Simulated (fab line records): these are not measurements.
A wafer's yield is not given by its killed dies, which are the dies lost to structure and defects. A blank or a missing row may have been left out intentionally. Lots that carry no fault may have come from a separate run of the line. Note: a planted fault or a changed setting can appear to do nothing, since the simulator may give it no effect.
Which tool is to blame? | flow sky130 | 12 lots, 36 wafers sampled, at 4 steps of a route of 708

== WHAT EACH GAUGE READ, for each wafer ==
SKY_VIA4_THK_MEAS_01.
lot  | measured     | on            | VIA4_HDPCVD_THK (nm)
L075 | day 42 01:33 | film_metro-04 | 1766 1759 1758
L077 | day 42 10:20 | film_metro-02 | 1752 1739 1753
L079 | day 43 12:52 | film_metro-03 | 1756 1752 1737
L080 | day 44 00:11 | film_metro-03 | 1749 1769 1731
L083 | day 44 13:16 | film_metro-03 | 1748 1736 1742
L086 | day 45 17:19 | film_metro-03 | 1773 1755 1774
L087 | day 45 18:32 | film_metro-02 | 1759 1785 1762
L089 | day 45 20:55 | film_metro-04 | 1757 1775 1747
L091 | day 46 17:24 | film_metro-03 | 1767 1765 1745
L093 | day 47 07:59 | film_metro-02 | 1783 1751 1766
L095 | day 47 13:21 | film_metro-02 | 1755 1773 1771
L097 | day 47 20:16 | film_metro-03 | 1771 1753 1766

== EACH LOT AND THE TOOL THAT RAN IT (in order: tool; ch and the chambers of the sampled wafers; start) ==
lot  | SKY_METAL4_SPUTTER_04        | SKY_CAP2M_METAL_ETCH_13           | SKY_METAL4_METAL_ETCH_18
L075 | pvd_sputter-03, day 39 23:52 | rie_metal-04 ch 0,1, day 41 00:20 | rie_metal-02 ch 0,1, day 42 00:34
L077 | pvd_sputter-03, day 40 08:20 | rie_metal-01 ch 0,1, day 41 08:56 | rie_metal-03 ch 0,1, day 42 09:19
L079 | pvd_sputter-03, day 41 13:11 | rie_metal-04 ch 0,1, day 42 12:02 | rie_metal-03 ch 0,1, day 43 11:55
L080 | pvd_sputter-04, day 42 00:10 | rie_metal-01 ch 0,1, day 42 23:29 | rie_metal-02 ch 0,1, day 43 23:13
L083 | pvd_sputter-02, day 42 12:34 | rie_metal-04 ch 0, day 43 12:33   | rie_metal-02 ch 0,1, day 44 11:58
L086 | pvd_sputter-03, day 43 19:14 | rie_metal-02 ch 0,1, day 44 17:32 | rie_metal-02 ch 0, day 45 16:22
L087 | pvd_sputter-03, day 43 21:50 | rie_metal-02 ch 0,1, day 44 20:26 | rie_metal-04 ch 0,1, day 45 17:34
L089 | pvd_sputter-03, day 44 00:16 | rie_metal-02 ch 0,1, day 44 22:08 | rie_metal-04 ch 0,1, day 45 19:58
L091 | pvd_sputter-03, day 44 15:16 | rie_metal-02 ch 0,1, day 45 18:17 | rie_metal-02 ch 0, day 46 16:10
L093 | pvd_sputter-02, day 45 12:22 | rie_metal-04 ch 0,1, day 46 09:05 | rie_metal-03 ch 0,1, day 47 05:42
L095 | pvd_sputter-04, day 45 19:13 | rie_metal-01 ch 0,1, day 46 15:47 | rie_metal-04 ch 0,1, day 47 12:25
L097 | pvd_sputter-04, day 46 02:02 | rie_metal-01 ch 0,1, day 46 22:24 | rie_metal-02 ch 0,1, day 47 19:16
- SKY_METAL4_SPUTTER_04: material TiN, target thk 70 nm, time 58.3 s.
- SKY_CAP2M_METAL_ETCH_13: etches TiN in Cl2/BCl3, stops on SiO2, target depth 220 nm, time 62.9 s.
- SKY_METAL4_METAL_ETCH_18: etches the open film in Cl2/BCl3, stops on SiO2, target depth 845 nm, time 183.1 s.

== THE ANSWER, worked out from the rows above alone ==
Rule: the usual values come from the lots themselves. The widest of any qualifying gaps counts: lots, ordered by their means at a reading, are off when they make up no more than a third of the lots, leave a main group of 4 or more, and stand apart from it by 3 or more times the standard deviation of that group's means. A main group is skipped when, at the precision printed for the reading in the tables above, its means are all equal. A lot without any number at a reading at which 4 lots or more have one is off too. Any other lot the step has rows for is counted as sound.
No lot is off at any reading shown: from this, nothing can be told.

== WHAT HAD BEEN PUT IN BY THE SIMULATOR ==
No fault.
